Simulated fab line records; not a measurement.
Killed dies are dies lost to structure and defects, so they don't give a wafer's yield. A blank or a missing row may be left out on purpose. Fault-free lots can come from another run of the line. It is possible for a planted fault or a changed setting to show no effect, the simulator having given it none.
Chamber matching + flow gf180mcu + 4 sister chambers for GF_CONTACT_CMP_04 on cmp-01
The step polishes SiO2. 7 wafers are shown with their chamber, then 7 later ones without.

== WAFERS WITH THEIR CHAMBER ==
| wafer  | chamber | motorCurrentA (A) | timeToEndpointS (s) |
|--------|---------|-------------------|---------------------|
| L747.1 | 2       | 13.3              | 109                 |
| L748.5 | 0       | 12.0              | 101                 |
| L749.1 | 3       | 14.3              | 99                  |
| L749.2 | 1       | 12.2              | 102                 |
| L749.6 | 1       | 12.2              | 99                  |
| L753.3 | 3       | 14.4              | 104                 |
| L753.5 | 0       | 11.4              | 108                 |

== WAFERS WHOSE CHAMBER IS MISSING ==
| wafer  | motorCurrentA (A) | timeToEndpointS (s) |
|--------|-------------------|---------------------|
| L753.6 | 11.7              | 110                 |
| L756.1 | 11.9              | 104                 |
| L756.3 | 13.8              | 115                 |
| L756.6 | 13.0              | 124                 |
| L758.1 | 14.9              | 111                 |
| L758.2 | 12.7              | 110                 |
| L758.4 | 12.7              | 114                 |

== THE CHAMBER EACH PASSED THROUGH ==
| wafer  | from the rows above          | in truth |
|--------|------------------------------|----------|
| L753.6 | can't be placed: 0 or 1      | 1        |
| L756.1 | can't be placed: 0 or 1      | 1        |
| L756.3 | can't be placed: 2 or 3      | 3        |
| L756.6 | 2                            | 2        |
| L758.1 | 3                            | 3        |
| L758.2 | can't be placed: 2 or 1 or 0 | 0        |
| L758.4 | can't be placed: 2 or 1      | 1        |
2 of 7 placed correctly. Not placeable from these rows: 5 (in 5, the candidates include the true chamber). 0 placed wrongly.
How it was worked out, from the rows above alone: a wafer's distance from a chamber is the root of the sum, over the readings, of the square of ((its reading less the chamber's mean) divided by the reading's scatter). The wafer belongs to the nearest chamber; if the next one is less than 2 further off, it can't be placed. The mean given for a chamber averages the wafers shown for that chamber. The scatter: the root of (the sum of the squares of (reading less its chamber's mean) over the shown wafers, divided by (wafers less chambers)).
